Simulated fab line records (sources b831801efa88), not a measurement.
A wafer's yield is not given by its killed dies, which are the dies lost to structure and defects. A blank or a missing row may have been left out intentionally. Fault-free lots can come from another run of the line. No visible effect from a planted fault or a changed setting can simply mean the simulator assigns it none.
Which tool did it? / flow gf180mcu / 36 wafers from 12 lots sampled at 2 of the route's 602 steps

WHAT THE GAUGES SHOWED, per wafer
GF_VT_IMPLANT_RS_MEAS_48: measures by four-point-probe.
lot=L937; measured=day 7 16:20; on=film_metro-01; LVPWELL_RS (ohm/sq)=1192.7 1195.5 1194.5
lot=L938; measured=day 7 22:35; on=film_metro-04; LVPWELL_RS (ohm/sq)=1195.2 1195.7 1198.6
lot=L939; measured=day 8 02:26; on=film_metro-01; LVPWELL_RS (ohm/sq)=1196.6 1195.9 1194.6
lot=L940; measured=day 8 13:38; on=film_metro-04; LVPWELL_RS (ohm/sq)=1200.4 1200.9 1202.1
lot=L942; measured=day 8 22:21; on=film_metro-03; LVPWELL_RS (ohm/sq)=1200.2 1201.6 1199.1
lot=L944; measured=day 9 10:54; on=film_metro-04; LVPWELL_RS (ohm/sq)=1198.6 1198.7 1196.9
lot=L950; measured=day 11 04:56; on=film_metro-04; LVPWELL_RS (ohm/sq)=1197.4 1197.4 1199.0
lot=L951; measured=day 11 13:23; on=film_metro-04; LVPWELL_RS (ohm/sq)=1199.3 1197.3 1194.4
lot=L954; measured=day 12 06:50; on=film_metro-03; LVPWELL_RS (ohm/sq)=1196.1 1198.4 1195.6
lot=L956; measured=day 12 21:27; on=film_metro-03; LVPWELL_RS (ohm/sq)=1195.8 1197.3 1198.7
lot=L957; measured=day 13 01:04; on=film_metro-03; LVPWELL_RS (ohm/sq)=1198.4 1198.4 1196.4
lot=L960; measured=day 14 05:25; on=film_metro-01; LVPWELL_RS (ohm/sq)=1197.0 1195.3 1195.7

GF_POLY_GATE_CD_MEAS_18.
lot=L937; measured=day 9 08:40; on=cd_sem-01; cd_nm (nm)=275.3 277.0 279.4
lot=L938; measured=day 9 15:39; on=cd_sem-01; cd_nm (nm)=279.1 281.0 281.0
lot=L939; measured=day 9 22:16; on=cd_sem-01; cd_nm (nm)=279.3 279.6 280.8
lot=L940; measured=day 10 07:07; on=cd_sem-01; cd_nm (nm)=281.4 281.7 281.7
lot=L942; measured=day 10 18:19; on=cd_sem-01; cd_nm (nm)=279.8 281.7 281.7
lot=L944; measured=day 11 05:20; on=cd_sem-02; cd_nm (nm)=280.8 277.9 278.8
lot=L950; measured=day 13 02:24; on=cd_sem-01; cd_nm (nm)=284.8 282.4 283.6
lot=L951; measured=day 13 10:59; on=cd_sem-01; cd_nm (nm)=282.2 280.3 280.6
lot=L954; measured=day 14 06:11; on=cd_sem-01; cd_nm (nm)=280.9 281.7 280.8
lot=L956; measured=day 14 21:44; on=cd_sem-02; cd_nm (nm)=281.1 279.9 280.3
lot=L957; measured=day 15 02:32; on=cd_sem-02; cd_nm (nm)=282.1 282.5 282.0
lot=L960; measured=day 16 07:55; on=cd_sem-01; cd_nm (nm)=284.1 280.8 282.2

WHAT TOOL EACH LOT RAN ON (gives the tool, then ch and the chambers of the sampled wafers, and finally the start)
The record shows no process step preceding these readings.

WHAT THE TOOLS THEMSELVES READ (means of the sampled wafers that have a number; where no wafer has one, the mark that the record gives instead)
The record holds no such reading with a usual standard deviation.

THE ANSWER, worked out from the rows above alone
Rule: usual is defined by the lots themselves. Put in order of their means at a reading, lots are off if they are a third of the lots or fewer, leave a main group of 4 or more, and stand apart from it by a gap of 3 or more times the standard deviation of the main group's means; of several such gaps the widest counts. A main group whose means are all the same, to the digits that the tables above print for the reading, isn't used. Also off: a lot with no number at a reading for which 4 or more lots have one. All remaining lots with rows at the step are treated as sound. The gauges are gone through in route order, then the tools' own readings, and for those a lot's mean is taken as printed above. The first step at which some lot is off is used, and at that step the reading that is off furthest; a lot without a number counts as furthest.
No lot is off at any reading shown: from this, nothing can be told.

WHAT THE SIMULATOR PUT IN
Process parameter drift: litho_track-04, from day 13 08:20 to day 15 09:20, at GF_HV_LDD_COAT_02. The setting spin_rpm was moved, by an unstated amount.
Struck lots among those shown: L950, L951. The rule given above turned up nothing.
